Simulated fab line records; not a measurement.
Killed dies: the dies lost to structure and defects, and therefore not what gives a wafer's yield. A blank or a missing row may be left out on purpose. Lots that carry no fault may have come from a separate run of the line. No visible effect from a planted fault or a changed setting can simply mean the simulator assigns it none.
fab line records	flow sfq-line
record lots=7	wafers=18	last-day=77
route steps=325 shown I2@107 M3@118
lots that met no fault: taken from a fault-free run of the same line
start-h: start of the lot's first displayed wafer, in hours after the record's first day	wait-h: how many hours have passed since the lot's step before this one	" as in the row above	L1.1+2: one row covering several wafers at once	- value missing, or start not given	* or withheld: withheld	< > ~ a bound
route shown NAME@n: a module of which the file shows steps, and the number in the route of the first	usual: average and standard deviation across the fault-free wafers	same: alike in all rows	chamber/n: place in a boat	sites: the reading at each site	_std_site: the values' standard deviation	_edge_site: the outer-site mean with the inner-site mean subtracted	radius-mm: for every site, how far away it sits from the centre of the wafer	mask NAME#n: copy n	behind: tool/chamber where the wafer was last shaped	hold: cause of the lot's hold/its duration in hours/its outcome	device: which transistor (n, p or np) failed to switch	end of line: the tests these same wafers got at the end of their route	where a step has no rows: the recipe by itself	killed: count of dies lost to structure and defects at first sort (not the wafer's yield)	map: a wafer's dies, marking killed ones x, the rest . and places with no die _
set.NAME: the setting the step ran with; set.NAME@STEP: the setting that earlier step ran with	model.NAME: the simulator's own value behind a step, which no gauge read
lots seen at some steps along the route; tables by step, rows by wafer
services: when a tool's chamber went out of use (start-h, in hours from the record's first day, below 0 if earlier), for how many hours, and the reason
## steps
# step SFQ_TRILAYER_I2_VIA_LITHO_COAT_072
# recipe resist=BARC	spin-rpm=3000	resist-thk-nm=62
# step SFQ_TRILAYER_I2_VIA_LITHO_COAT_067
# recipe resist=KrF	spin-rpm=3000	resist-thk-nm=650
# step SFQ_TRILAYER_I2_VIA_LITHO_SOFTBAKE_071
# recipe temp-c=withheld	time-s=withheld	resist=KrF
# step SFQ_TRILAYER_I2_VIA_LITHO_EXPOSE_068
# recipe mask-id=I2	na=0.6	source-shape=conventional	sigma-outer=0.65	target-cd-nm=500	dose-mj=21.3
# step SFQ_TRILAYER_I2_VIA_LITHO_PEB_070
# recipe peb-temp-c=115	peb-time-s=60	resist=KrF
# step SFQ_TRILAYER_I2_VIA_LITHO_DEVELOP_069
# recipe time-s=60	resist=KrF
# step SFQ_I2_OVL_MEAS_918
# usual I2_OVL=-4/5.9
lot.wafer	tool	chamber	start-h	wait-h	I2_OVL[nm]
L279.1	overlay-01	-	535.86	0.1	0
L279.4	"	-	"	"	-2
L279.6	"	-	"	"	-1
L284.4	overlay-02	-	559.78	0.1	-1
L284.5	"	-	"	"	-5
L286.4	overlay-02	-	585.73	0.1	4
L286.5	"	-	"	"	4
L287.1	overlay-01	-	597.71	0.1	-9
L287.2	"	-	"	"	-6
L293.2	overlay-01	-	673.64	0.1	-1
L293.3	"	-	"	"	-3
L293.4	"	-	"	"	3
L299.1	overlay-02	-	721.63	0.1	-1
L299.4	"	-	"	"	5
L299.6	"	-	"	"	7
L301.1	overlay-01	-	742.03	0.1	10
L301.2	"	-	"	"	-7
L301.3	"	-	"	"	8
# step SFQ_TRILAYER_I2_VIA_BARC_OPEN_VIA_ETCH_096
# recipe mask-material=PR	chemistry=O2	target-depth-nm=125	target=BARC	source-w=500	bias-w=80	pressure-mtorr=30	time-s=41.7
# usual drypump-motor-current-A=5.7/0.37	oes-product-au=0.686/0.0046
lot.wafer	tool	chamber	start-h	wait-h	drypump-motor-current-A	oes-product-au	rf-hours-counter-h
L279.1	rie-diel-04	2	535.89	0.0	5.9	0.687	14
L279.4	"	1	"	"	5.8	0.674	-
L279.6	"	3	"	"	5.8	0.677	-
L284.4	rie-diel-03	2	559.80	0.0	5.9	0.676	4
L284.5	"	3	"	"	5.2	0.686	-
L286.4	rie-diel-04	1	585.75	0.0	5.8	0.688	2
L286.5	"	1	"	"	5.8	0.690	-
L287.1	rie-diel-03	1	597.75	0.0	6.1	0.689	55
L287.2	"	0	"	"	6.0	0.688	4
L293.2	rie-diel-04	3	673.67	0.0	5.8	0.680	3
L293.3	"	2	"	"	5.9	0.694	16
L293.4	"	2	"	"	5.9	0.690	-
L299.1	rie-diel-01	2	721.67	0.0	6.1	0.687	5
L299.4	"	3	"	"	5.7	0.682	-
L299.6	"	2	"	"	6.1	0.678	-
L301.1	rie-diel-04	3	742.07	0.0	5.8	0.682	4
L301.2	"	1	"	"	5.8	0.686	5
L301.3	"	0	"	"	5.7	0.696	3
# step SFQ_TRILAYER_I2_VIA_ETCH_VIA_ETCH_070
# recipe target=SiO2	stop-on=Nb	mask-material=PR	taper-deg=20	chemistry=CHF3	target-depth-nm=260	source-w=500	bias-w=80	pressure-mtorr=30	time-s=withheld
# usual drypump-motor-current-A=5.7/0.37	oes-product-au=0.856/0.0056
lot.wafer	tool	chamber	start-h	wait-h	drypump-motor-current-A	oes-product-au
L279.1	rie-diel-04	2	535.93	0.0	5.9	0.855
L279.4	"	1	"	"	5.8	0.861
L279.6	"	3	"	"	5.9	0.857
L284.4	rie-diel-03	2	559.84	0.0	5.9	0.866
L284.5	"	3	"	"	5.2	0.866
L286.4	rie-diel-04	1	585.79	0.0	5.8	0.856
L286.5	"	1	"	"	5.8	0.867
L287.1	rie-diel-03	1	597.79	0.0	6.1	0.859
L287.2	"	0	"	"	6.0	0.846
L293.2	rie-diel-04	3	673.71	0.0	5.8	0.850
L293.3	"	2	"	"	5.9	0.850
L293.4	"	2	"	"	5.9	0.853
L299.1	rie-diel-01	2	721.71	0.0	6.1	0.860
L299.4	"	3	"	"	5.7	0.850
L299.6	"	2	"	"	6.1	0.853
L301.1	rie-diel-04	3	742.11	0.0	5.8	0.852
L301.2	"	1	"	"	5.8	0.856
L301.3	"	0	"	"	5.7	0.858
# step SFQ_TRILAYER_I2_VIA_STRIP_STRIP_071
# recipe gas=O2	power-w=200	platen-temp-c=40	overash-fraction=0.65	chemistry=O2	pressure-mtorr=50
# usual drypump-motor-current-A=5.6/0.48	oes-product-au=1.002/0.0082
lot.wafer	tool	chamber	start-h	wait-h	drypump-motor-current-A	oes-product-au	rf-hours-counter-h
L279.1	rie-metal-02	1	536.04	-	5.6	0.998	70
L279.4	"	0	"	"	6.3	1.005	-
L279.6	"	0	"	"	6.3	1.011	-
L284.4	rie-metal-02	1	560.35	-	5.6	0.997	-
L284.5	"	1	"	"	5.6	0.998	-
L286.4	rie-metal-03	1	586.10	-	5.3	1.017	-
L286.5	"	0	"	"	5.1	0.997	-
L287.1	rie-metal-01	1	597.90	-	5.8	0.999	82
L287.2	"	0	"	"	5.0	1.006	95
L293.2	rie-metal-03	0	673.82	-	5.1	1.021	34
L293.3	"	0	"	"	5.1	1.015	-
L293.4	"	1	"	"	5.3	1.013	-
L299.1	rie-metal-02	0	721.82	-	6.3	1.003	85
L299.4	"	0	"	"	6.3	0.993	-
L299.6	"	0	"	"	6.4	0.989	-
L301.1	rie-metal-01	1	742.22	-	5.8	1.004	108
L301.2	"	0	"	"	5.0	0.996	123
L301.3	"	0	"	"	5.0	1.005	-
# step SFQ_TRILAYER_I2_VIA_STRIP_SOLV_CLEAN_072
# recipe chemistry=NMP	temp-c=70	time-s=600
# step SFQ_TRILAYER_M3_DEP_PRE_CLEAN_074
# recipe gas=Ar	time-s=22.5	bias-v=250
# step SFQ_TRILAYER_M3_DEP_SPUTTER_073
# recipe material=Nb	base-pressure-pa=1.33e-06	chamber-pressure-pa=0.1333	substrate-temp-c=20	resputter-cathode-voltage-v=400	target-thk-nm=200	power-w=2000	time-s=133.3
# usual throttle-valve-pct=29.9/0.84
lot.wafer	tool	chamber	start-h	wait-h	throttle-valve-pct	model.Nb_of_TRILAYER_M3_DEP_SPUTTER_073.thk-nm
L279.1	pvd-sputter-03	-	536.85	0.0	29.1	198.9
L279.4	"	-	"	"	30.2	204.7
L279.6	"	-	"	"	30.3	201.5
L284.4	pvd-sputter-03	-	561.15	0.0	30.2	168.6
L284.5	"	-	"	"	29.7	201.7
L286.4	pvd-sputter-03	-	586.72	0.0	29.1	168
L286.5	"	-	"	"	29.0	200.2
L287.1	pvd-sputter-03	-	598.70	0.0	29.1	201.2
L287.2	"	-	"	"	29.9	168.9
L293.2	pvd-sputter-04	-	674.63	0.0	31.7	200.4
L293.3	"	-	"	"	29.4	200.1
L293.4	"	-	"	"	29.0	198.9
L299.1	pvd-sputter-05	-	722.63	0.0	31.1	202.3
L299.4	"	-	"	"	28.1	200.4
L299.6	"	-	"	"	29.6	197.1
L301.1	pvd-sputter-03	-	743.06	0.0	30.1	203.5
L301.2	"	-	"	"	29.7	198.7
L301.3	"	-	"	"	29.9	204.2
# step SFQ_M3_RS_MEAS_919
# recipe thk-meas-gauge=four-point-probe	reads=Nb_of_TRILAYER_M3_DEP_SPUTTER_073
# usual M3_NB_RS=0.883/0.01
lot.wafer	tool	chamber	start-h	wait-h	M3_NB_RS[ohm/sq]
L279.1	film-metro-03	-	536.94	0.0	0.893
L279.4	"	-	"	"	0.868
L279.6	"	-	"	"	0.881
L284.4	film-metro-03	-	561.31	0.1	1.055
L284.5	"	-	"	"	0.880
L286.4	film-metro-03	-	586.87	0.1	1.060
L286.5	"	-	"	"	0.887
L287.1	film-metro-02	-	598.80	0.0	0.886
L287.2	"	-	"	"	1.057
L293.2	film-metro-01	-	674.74	0.1	0.886
L293.3	"	-	"	"	0.891
L293.4	"	-	"	"	0.892
L299.1	film-metro-02	-	722.72	0.0	0.880
L299.4	"	-	"	"	0.888
L299.6	"	-	"	"	0.904
L301.1	film-metro-02	-	743.15	0.0	0.876
L301.2	"	-	"	"	0.896
L301.3	"	-	"	"	0.872
# step SFQ_TRILAYER_M3_LITHO_COAT_080
# recipe resist=BARC	spin-rpm=3000	resist-thk-nm=62
# step SFQ_TRILAYER_M3_LITHO_COAT_075
# recipe resist=KrF	spin-rpm=3000	resist-thk-nm=600
# step SFQ_TRILAYER_M3_LITHO_SOFTBAKE_079
# recipe temp-c=withheld	time-s=withheld	resist=KrF
# step SFQ_TRILAYER_M3_LITHO_EXPOSE_076
# recipe mask-id=M3	na=0.6	source-shape=conventional	sigma-outer=0.65	target-cd-nm=500	dose-mj=14.4
# step SFQ_TRILAYER_M3_LITHO_PEB_078
# recipe peb-temp-c=115	peb-time-s=60	resist=KrF
# step SFQ_TRILAYER_M3_LITHO_DEVELOP_077
# recipe time-s=60	resist=KrF
# step SFQ_M3_OVL_MEAS_921
# usual M3_OVL=-3/5
lot.wafer	tool	chamber	start-h	wait-h	M3_OVL[nm]
L279.1	overlay-02	-	651.70	0.1	0
L279.4	"	-	"	"	-3
L279.6	"	-	"	"	-4
L284.4	overlay-01	-	676.57	0.1	6
L284.5	"	-	"	"	-2
L286.4	overlay-01	-	693.66	0.1	-7
L286.5	"	-	"	"	-8
L287.1	overlay-01	-	699.35	0.1	2
L287.2	"	-	"	"	-5
L293.2	overlay-02	-	746.91	0.1	2
L293.3	"	-	"	"	4
L293.4	"	-	"	"	-6
L299.1	overlay-02	-	786.50	0.1	2
L299.4	"	-	"	"	-6
L299.6	"	-	"	"	-1
L301.1	overlay-02	-	797.30	0.1	-4
L301.2	"	-	"	"	-5
L301.3	"	-	"	"	-8
# step SFQ_TRILAYER_M3_BARC_OPEN_METAL_ETCH_100
# recipe mask-material=PR	chemistry=O2	target-depth-nm=125	target=BARC	icp-w=600	bias-w=80	pressure-mtorr=10	time-s=41.7
# usual drypump-motor-current-A=5.6/0.4	oes-product-au=0.685/0.0045
lot.wafer	tool	chamber	start-h	wait-h	drypump-motor-current-A	oes-product-au	rf-hours-counter-h
L279.1	rie-metal-04	0	651.74	0.0	6.0	0.675	23
L279.4	"	0	"	"	6.0	0.692	-
L279.6	"	0	"	"	6.0	0.691	-
L284.4	rie-metal-03	0	676.61	0.0	5.1	0.680	-
L284.5	"	0	"	"	5.1	0.692	-
L286.4	rie-metal-03	0	693.69	0.0	5.1	0.675	-
L286.5	"	1	"	"	5.3	0.682	-
L287.1	rie-metal-02	1	699.39	0.0	5.6	0.688	101
L287.2	"	0	"	"	6.3	0.691	82
L293.2	rie-metal-04	1	746.96	0.0	5.8	0.687	-
L293.3	"	1	"	"	5.8	0.687	-
L293.4	"	1	"	"	5.8	0.695	-
L299.1	rie-metal-03	1	786.54	0.0	5.3	0.681	42
L299.4	"	1	"	"	5.3	0.684	-
L299.6	"	1	"	"	5.3	0.680	-
L301.1	rie-metal-04	0	797.34	0.0	6.0	0.691	49
L301.2	"	1	"	"	5.8	0.691	31
L301.3	"	1	"	"	5.8	0.681	-
# step SFQ_TRILAYER_M3_ETCH_METAL_ETCH_078
# recipe target=Nb	stop-on=SiO2	mask-material=PR	chemistry=Cl2/Ar	target-depth-nm=240	icp-w=600	bias-w=80	pressure-mtorr=10	time-s=120
# usual drypump-motor-current-A=5.6/0.4	oes-product-au=0.898/0.0076
lot.wafer	tool	chamber	start-h	wait-h	drypump-motor-current-A	oes-product-au	rf-hours-counter-h
L279.1	rie-metal-04	0	651.80	0.0	6.0	0.890	23
L279.4	"	0	"	"	6.0	0.908	-
L279.6	"	0	"	"	6.0	0.892	-
L284.4	rie-metal-03	0	676.69	0.1	5.1	0.818	-
L284.5	"	0	"	"	5.1	0.898	-
L286.4	rie-metal-03	0	693.77	0.1	5.1	0.813	-
L286.5	"	1	"	"	5.3	0.898	-
L287.1	rie-metal-02	1	699.45	0.0	5.6	0.893	101
L287.2	"	0	"	"	6.3	0.810	82
L293.2	rie-metal-04	1	747.10	0.1	5.8	0.893	-
L293.3	"	1	"	"	5.8	0.895	-
L293.4	"	1	"	"	5.8	0.888	-
L299.1	rie-metal-03	1	786.60	0.0	5.3	0.901	42
L299.4	"	1	"	"	5.3	0.884	-
L299.6	"	1	"	"	5.3	0.876	-
L301.1	rie-metal-04	0	797.40	0.0	6.0	0.909	49
L301.2	"	1	"	"	5.8	0.890	31
L301.3	"	1	"	"	5.8	0.905	-
# step SFQ_TRILAYER_M3_STRIP_STRIP_079
# recipe gas=O2	power-w=200	platen-temp-c=40	overash-fraction=0.65	chemistry=O2	pressure-mtorr=50
# usual drypump-motor-current-A=5.6/0.4	oes-product-au=1.010/0.011
lot.wafer	tool	chamber	start-h	wait-h	drypump-motor-current-A	oes-product-au	rf-hours-counter-h
L279.1	rie-metal-04	0	651.92	0.1	6.0	0.993	23
L279.4	"	0	"	"	6.0	1.001	-
L279.6	"	0	"	"	6.0	0.995	-
L284.4	rie-metal-03	0	676.97	0.2	5.1	1.013	-
L284.5	"	0	"	"	5.1	1.012	-
L286.4	rie-metal-03	0	694.06	0.2	5.1	1.015	-
L286.5	"	1	"	"	5.4	1.010	-
L287.1	rie-metal-02	1	699.57	0.1	5.6	1.002	101
L287.2	"	0	"	"	6.4	1.011	82
L293.2	rie-metal-04	1	747.51	0.4	5.9	1.021	-
L293.3	"	1	"	"	5.8	1.015	-
L293.4	"	1	"	"	5.9	1.013	-
L299.1	rie-metal-03	1	786.72	0.1	5.3	1.008	42
L299.4	"	1	"	"	5.3	1.029	-
L299.6	"	1	"	"	5.3	1.012	-
L301.1	rie-metal-04	0	797.52	0.1	6.0	1.001	49
L301.2	"	1	"	"	5.8	1.019	32
L301.3	"	1	"	"	5.8	1.030	-
## services
tool	chamber	start-h	hours	kind
rie-diel-01	2	513.16	1.2	repair
rie-diel-04	-	520.66	1.1	repair
rie-metal-02	-	533.04	2.8	pm
pvd-sputter-04	-	549.17	62.2	repair
rie-diel-04	2	568.82	7.0	repair
rie-diel-03	2	583.92	14.9	repair
rie-diel-04	0	596.79	15.6	repair
rie-diel-04	-	597.56	1.9	repair
rie-metal-04	1	601.87	2.0	repair
rie-metal-04	0	602.81	1.1	repair
pvd-sputter-05	-	614.02	3.1	repair
rie-metal-03	-	634.14	0.8	repair
rie-metal-01	1	646.93	4.7	repair
rie-metal-04	0	647.77	1.8	repair
pvd-sputter-04	-	665.12	4.0	repair
pvd-sputter-04	-	668.77	2.8	repair
rie-diel-04	0	672.18	18.7	repair
rie-diel-03	-	678.38	0.4	repair
rie-diel-01	-	706.52	2.8	pm
rie-diel-03	0	734.08	5.2	repair
rie-metal-04	0	744.87	3.7	repair
rie-metal-03	-	761.45	0.2	repair
pvd-sputter-03	-	773.11	23.6	repair
rie-diel-01	2	777.01	13.3	repair
## key
first-sign step=SFQ_M3_RS_MEAS_919	reading=M3_NB_RS	direction=up	sigmas=17	usual=0.883	struck=1.057
effect step=SFQ_TRILAYER_M3_ETCH_METAL_ETCH_078	reading=oes-product-au	direction=down	sigmas=11	usual=0.898	struck=0.814
model-effect step=SFQ_TRILAYER_M3_DEP_SPUTTER_073	value=Nb_of_TRILAYER_M3_DEP_SPUTTER_073.thk-nm	without=201.6	struck=168.5
met-at SFQ_TRILAYER_M3_DEP_SPUTTER_073
struck-wafers L284.4,L286.4,L287.2
onset-between 536.85 561.15
fault kind=process-parameter-drift	tool=pvd-sputter-03	chamber=-	onset-h=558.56	steps=SFQ_TRILAYER_M3_DEP_SPUTTER_073	channel=time-s	offset=*	shape=step	end-h=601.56	scope=struck-wafers-only	acts-in=*	stated=*
